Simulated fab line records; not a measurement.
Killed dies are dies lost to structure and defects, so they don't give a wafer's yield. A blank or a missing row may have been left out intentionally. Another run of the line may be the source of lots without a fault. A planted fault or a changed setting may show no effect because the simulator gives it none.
Which tool did it? :: flow gf180mcu :: 13 lots with 39 wafers sampled at 5 steps, on a route of 602 steps

== WHAT EACH GAUGE READ, for each wafer ==
GF_HV_LDD_CD_MEAS_19 targets a cd of 400 nm. Usual: 399.9 nm for cd_nm, sd 2.4.
lot: L961
measured: day 10 17:30
on: cd_sem-01
cd_nm (nm): 401.1 403.0 401.7
flag: 

lot: L962
measured: day 11 00:52
on: cd_sem-01
cd_nm (nm): 398.5 399.6 398.7
flag: 

lot: L963
measured: day 11 08:58
on: cd_sem-02
cd_nm (nm): 405.1 405.0 402.5
flag: 

lot: L964
measured: day 11 15:10
on: cd_sem-01
cd_nm (nm): 396.6 396.1 396.1
flag: 

lot: L966
measured: day 12 05:53
on: cd_sem-01
cd_nm (nm): 401.0 400.7 400.6
flag: 

lot: L969
measured: day 13 07:39
on: cd_sem-01
cd_nm (nm): 400.5 399.1 399.1
flag: 

lot: L972
measured: day 14 01:05
on: cd_sem-01
cd_nm (nm): 397.9 395.6 397.3
flag: 

lot: L975
measured: day 15 03:44
on: cd_sem-02
cd_nm (nm): 429.4 426.7 428.8
flag: OFF

lot: L979
measured: day 16 11:33
on: cd_sem-01
cd_nm (nm): 427.2 428.6 428.3
flag: OFF

lot: L980
measured: day 16 17:45
on: cd_sem-01
cd_nm (nm): 404.3 403.6 401.5
flag: 

lot: L981
measured: day 17 02:01
on: cd_sem-01
cd_nm (nm): 428.5 430.2 427.5
flag: OFF

lot: L982
measured: day 17 10:08
on: cd_sem-01
cd_nm (nm): 398.6 400.9 399.0
flag: 

lot: L984
measured: day 18 06:22
on: cd_sem-01
cd_nm (nm): 396.6 397.5 396.9
flag: 

GF_HV_LDD_OVL_MEAS_20. Usual: HV_LDD_01_OVL 0.1 nm, standard deviation 1.3.
lot: L961
measured: day 10 17:36
on: overlay-02
HV_LDD_01_OVL (nm): -1.8 2.4 0.0
flag: 

lot: L962
measured: day 11 00:59
on: overlay-02
HV_LDD_01_OVL (nm): 0.3 1.4 -2.4
flag: 

lot: L963
measured: day 11 09:04
on: overlay-01
HV_LDD_01_OVL (nm): -1.8 -0.9 -2.5
flag: 

lot: L964
measured: day 11 15:17
on: overlay-01
HV_LDD_01_OVL (nm): 4.0 2.2 3.2
flag: 

lot: L966
measured: day 12 05:59
on: overlay-01
HV_LDD_01_OVL (nm): -0.5 2.0 0.5
flag: 

lot: L969
measured: day 13 07:44
on: overlay-01
HV_LDD_01_OVL (nm): -1.2 -1.7 -2.4
flag: 

lot: L972
measured: day 14 01:10
on: overlay-01
HV_LDD_01_OVL (nm): 1.0 0.1 -0.3
flag: 

lot: L975
measured: day 15 03:50
on: overlay-02
HV_LDD_01_OVL (nm): 1.0 -0.8 -0.6
flag: 

lot: L979
measured: day 16 11:40
on: overlay-01
HV_LDD_01_OVL (nm): 2.0 2.3 0.2
flag: 

lot: L980
measured: day 16 17:52
on: overlay-02
HV_LDD_01_OVL (nm): 1.4 -0.8 1.3
flag: 

lot: L981
measured: day 17 02:08
on: overlay-01
HV_LDD_01_OVL (nm): 0.9 1.4 1.6
flag: 

lot: L982
measured: day 17 10:16
on: overlay-01
HV_LDD_01_OVL (nm): -1.2 0.6 -1.5
flag: 

lot: L984
measured: day 18 06:29
on: overlay-01
HV_LDD_01_OVL (nm): -1.6 -0.8 -2.8
flag: 

GF_HV_LDD_CD_MEAS_46 targets a cd of 400 nm. Usual: 400.5 nm for cd_nm, sd 1.9.
lot: L961
measured: day 12 06:19
on: cd_sem-02
cd_nm (nm): 400.6 399.5 396.8
flag: 

lot: L962
measured: day 12 14:38
on: cd_sem-02
cd_nm (nm): 396.3 399.9 398.1
flag: 

lot: L963
measured: day 13 00:07
on: cd_sem-02
cd_nm (nm): 396.4 397.5 398.2
flag: 

lot: L964
measured: day 13 05:37
on: cd_sem-02
cd_nm (nm): 401.4 400.3 401.4
flag: 

lot: L966
measured: day 13 21:50
on: cd_sem-01
cd_nm (nm): 399.1 398.7 399.0
flag: 

lot: L969
measured: day 15 02:20
on: cd_sem-01
cd_nm (nm): 400.9 402.6 399.0
flag: 

lot: L972
measured: day 15 21:02
on: cd_sem-01
cd_nm (nm): 398.6 400.1 400.6
flag: 

lot: L975
measured: day 17 02:19
on: cd_sem-01
cd_nm (nm): 402.5 404.0 400.8
flag: 

lot: L979
measured: day 18 10:59
on: cd_sem-02
cd_nm (nm): 399.8 401.2 399.9
flag: 

lot: L980
measured: day 18 18:05
on: cd_sem-01
cd_nm (nm): 401.6 401.0 401.3
flag: 

lot: L981
measured: day 19 02:58
on: cd_sem-01
cd_nm (nm): 401.9 398.8 399.6
flag: 

lot: L982
measured: day 19 11:51
on: cd_sem-01
cd_nm (nm): 401.1 398.8 399.9
flag: 

lot: L984
measured: day 20 08:06
on: cd_sem-01
cd_nm (nm): 401.6 400.3 400.4
flag: 

== WHAT TOOL EACH LOT RAN ON (gives the tool, then ch and the chambers of the sampled wafers, and finally the start) ==
lot: L961
GF_POLY_GATE_ETCH_12: rie_diel-01 ch 0,2,3, day 9 03:54
GF_HV_LDD_EXPOSE_16: iline_stepper-02 ch 0, day 10 08:59

lot: L962
GF_POLY_GATE_ETCH_12: rie_diel-03 ch 2,3, day 9 11:52
GF_HV_LDD_EXPOSE_16: iline_stepper-01 ch 0, day 10 16:30

lot: L963
GF_POLY_GATE_ETCH_12: rie_diel-04 ch 0,3, day 9 18:46
GF_HV_LDD_EXPOSE_16: iline_stepper-02 ch 0, day 11 00:15

lot: L964
GF_POLY_GATE_ETCH_12: rie_diel-03 ch 1,2, day 10 01:43
GF_HV_LDD_EXPOSE_16: iline_stepper-02 ch 0, day 11 06:28

lot: L966
GF_POLY_GATE_ETCH_12: rie_diel-01 ch 1,2,3, day 10 15:46
GF_HV_LDD_EXPOSE_16: iline_stepper-01 ch 0, day 11 20:45

lot: L969
GF_POLY_GATE_ETCH_12: rie_diel-04 ch 0,1,2, day 11 14:43
GF_HV_LDD_EXPOSE_16: iline_stepper-02 ch 0, day 12 21:54

lot: L972
GF_POLY_GATE_ETCH_12: rie_diel-01 ch 0,1, day 12 07:45
GF_HV_LDD_EXPOSE_16: iline_stepper-01 ch 0, day 13 15:01

lot: L975
GF_POLY_GATE_ETCH_12: rie_diel-01 ch 1,2,3, day 13 07:39
GF_HV_LDD_EXPOSE_16: iline_stepper-02 ch 0, day 14 17:10

lot: L979
GF_POLY_GATE_ETCH_12: rie_diel-04 ch 0,1,2, day 14 14:48
GF_HV_LDD_EXPOSE_16: iline_stepper-02 ch 0, day 16 01:14

lot: L980
GF_POLY_GATE_ETCH_12: rie_diel-04 ch 1,2,3, day 14 19:01
GF_HV_LDD_EXPOSE_16: iline_stepper-01 ch 0, day 16 06:02

lot: L981
GF_POLY_GATE_ETCH_12: rie_diel-03 ch 1,2,3, day 15 02:49
GF_HV_LDD_EXPOSE_16: iline_stepper-02 ch 0, day 16 14:31

lot: L982
GF_POLY_GATE_ETCH_12: rie_diel-03 ch 1,2, day 15 10:03
GF_HV_LDD_EXPOSE_16: iline_stepper-01 ch 0, day 16 22:43

lot: L984
GF_POLY_GATE_ETCH_12: rie_diel-03 ch 0,1,3, day 16 05:28
GF_HV_LDD_EXPOSE_16: iline_stepper-01 ch 0, day 17 18:34
- GF_POLY_GATE_ETCH_12: etches BARC in N2/H2.
- GF_HV_LDD_EXPOSE_16: exposes mask Pplus LV AREA, target cd 400 nm.

== WHAT THE TOOLS THEMSELVES READ (means of the sampled wafers that have a number; where no wafer has one, the mark that the record gives instead) ==
GF_POLY_GATE_ETCH_12. Usual: chamber_pressure_mTorr 29.995 mTorr, standard deviation 0.028; drypump_motor_current_A 5.5 A, standard deviation 0.31; oes_product_au 0.736 a.u., standard deviation 0.0043; throttle_valve_pct 13.214 %, standard deviation 0.0095.
lot: L961
tool: rie_diel-01
chamber_pressure_mTorr (mTorr): 29.975
drypump_motor_current_A (A): 5.2
oes_product_au (a.u.): 0.736
throttle_valve_pct (%): 13.205
flag: 

lot: L962
tool: rie_diel-03
chamber_pressure_mTorr (mTorr): 29.974
drypump_motor_current_A (A): 5.9
oes_product_au (a.u.): 0.742
throttle_valve_pct (%): 13.214
flag: 

lot: L963
tool: rie_diel-04
chamber_pressure_mTorr (mTorr): 29.994
drypump_motor_current_A (A): 5.1
oes_product_au (a.u.): 0.737
throttle_valve_pct (%): 13.214
flag: 

lot: L964
tool: rie_diel-03
chamber_pressure_mTorr (mTorr): 29.992
drypump_motor_current_A (A): 5.6
oes_product_au (a.u.): 0.737
throttle_valve_pct (%): 13.211
flag: 

lot: L966
tool: rie_diel-01
chamber_pressure_mTorr (mTorr): 30.026
drypump_motor_current_A (A): 5.3
oes_product_au (a.u.): 0.740
throttle_valve_pct (%): 13.212
flag: 

lot: L969
tool: rie_diel-04
chamber_pressure_mTorr (mTorr): 30.014
drypump_motor_current_A (A): 5.3
oes_product_au (a.u.): 0.735
throttle_valve_pct (%): 13.219
flag: 

lot: L972
tool: rie_diel-01
chamber_pressure_mTorr (mTorr): 29.968
drypump_motor_current_A (A): 5.4
oes_product_au (a.u.): 0.732
throttle_valve_pct (%): 13.217
flag: 

lot: L975
tool: rie_diel-01
chamber_pressure_mTorr (mTorr): 30.000
drypump_motor_current_A (A): 5.3
oes_product_au (a.u.): 0.735
throttle_valve_pct (%): 13.219
flag: 

lot: L979
tool: rie_diel-04
chamber_pressure_mTorr (mTorr): 29.971
drypump_motor_current_A (A): 5.3
oes_product_au (a.u.): 0.734
throttle_valve_pct (%): 13.205
flag: 

lot: L980
tool: rie_diel-04
chamber_pressure_mTorr (mTorr): 29.990
drypump_motor_current_A (A): 5.5
oes_product_au (a.u.): 0.730
throttle_valve_pct (%): 13.213
flag: 

lot: L981
tool: rie_diel-03
chamber_pressure_mTorr (mTorr): 30.005
drypump_motor_current_A (A): 5.6
oes_product_au (a.u.): 0.738
throttle_valve_pct (%): 13.218
flag: 

lot: L982
tool: rie_diel-03
chamber_pressure_mTorr (mTorr): 30.002
drypump_motor_current_A (A): 5.4
oes_product_au (a.u.): 0.734
throttle_valve_pct (%): 13.214
flag: 

lot: L984
tool: rie_diel-03
chamber_pressure_mTorr (mTorr): 30.017
drypump_motor_current_A (A): 5.7
oes_product_au (a.u.): 0.732
throttle_valve_pct (%): 13.218
flag: 

GF_HV_LDD_EXPOSE_16. Usual: 140.01 for exposure_dose_mJ_cm2, sd 0.14.
lot: L961
tool: iline_stepper-02
exposure_dose_mJ_cm2: 140.13
flag: 

lot: L962
tool: iline_stepper-01
exposure_dose_mJ_cm2: 140.09
flag: 

lot: L963
tool: iline_stepper-02
exposure_dose_mJ_cm2: 140.01
flag: 

lot: L964
tool: iline_stepper-02
exposure_dose_mJ_cm2: 139.93
flag: 

lot: L966
tool: iline_stepper-01
exposure_dose_mJ_cm2: 139.96
flag: 

lot: L969
tool: iline_stepper-02
exposure_dose_mJ_cm2: 140.10
flag: 

lot: L972
tool: iline_stepper-01
exposure_dose_mJ_cm2: 140.00
flag: 

lot: L975
tool: iline_stepper-02
exposure_dose_mJ_cm2: 155.46
flag: OFF

lot: L979
tool: iline_stepper-02
exposure_dose_mJ_cm2: 155.53
flag: OFF

lot: L980
tool: iline_stepper-01
exposure_dose_mJ_cm2: 139.95
flag: 

lot: L981
tool: iline_stepper-02
exposure_dose_mJ_cm2: 155.20
flag: OFF

lot: L982
tool: iline_stepper-01
exposure_dose_mJ_cm2: 139.94
flag: 

lot: L984
tool: iline_stepper-01
exposure_dose_mJ_cm2: 139.99
flag: 

== THE ANSWER, worked out from the rows above alone ==
Rule: a lot is off if the mean of its wafers that have a number lies more than 3 standard deviations from the usual mean. Also off: a lot with no number at a reading for which 4 or more lots have one. Any other lot the step has rows for is counted as sound. Order of review: gauges by route order, followed by the tools' own readings, for which a lot's mean as printed above is used. The first step at which some lot is off is used, and at that step the reading that is off furthest; a lot without a number counts as furthest.
Off: L975, L979, L981 (GF_HV_LDD_CD_MEAS_19, cd_nm).
A tool fits if, at a process step before that reading, it ran every lot that is off, and no sound lot after the first of them. The gauges at GF_HV_LDD_CD_MEAS_19 aren't tried: what is off there is off at GF_HV_LDD_EXPOSE_16 too, on other tools, and a gauge's error can't cause that. One candidate fits, namely iline_stepper-02 at GF_HV_LDD_EXPOSE_16. Its last sound lot is L969 (day 12 21:54), its first lot that is off L975 (day 14 17:10): a fault that began between those two fits.
On the lots that are off, the tool's own readings at GF_HV_LDD_EXPOSE_16 differ by more than 5 times the standard deviation of the sound lots' means, which bears it out; exposure_dose_mJ_cm2 reads 155.40 there versus 140.01 on the sound lots.

== WHAT THE SIMULATOR PUT IN ==
Drift in process parameters on iline_stepper-02 at GF_HV_LDD_EXPOSE_16, starting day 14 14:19. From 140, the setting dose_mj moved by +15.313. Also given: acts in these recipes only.
Struck lots among those shown: L975, L979, L981. The rule above reached the same finding.
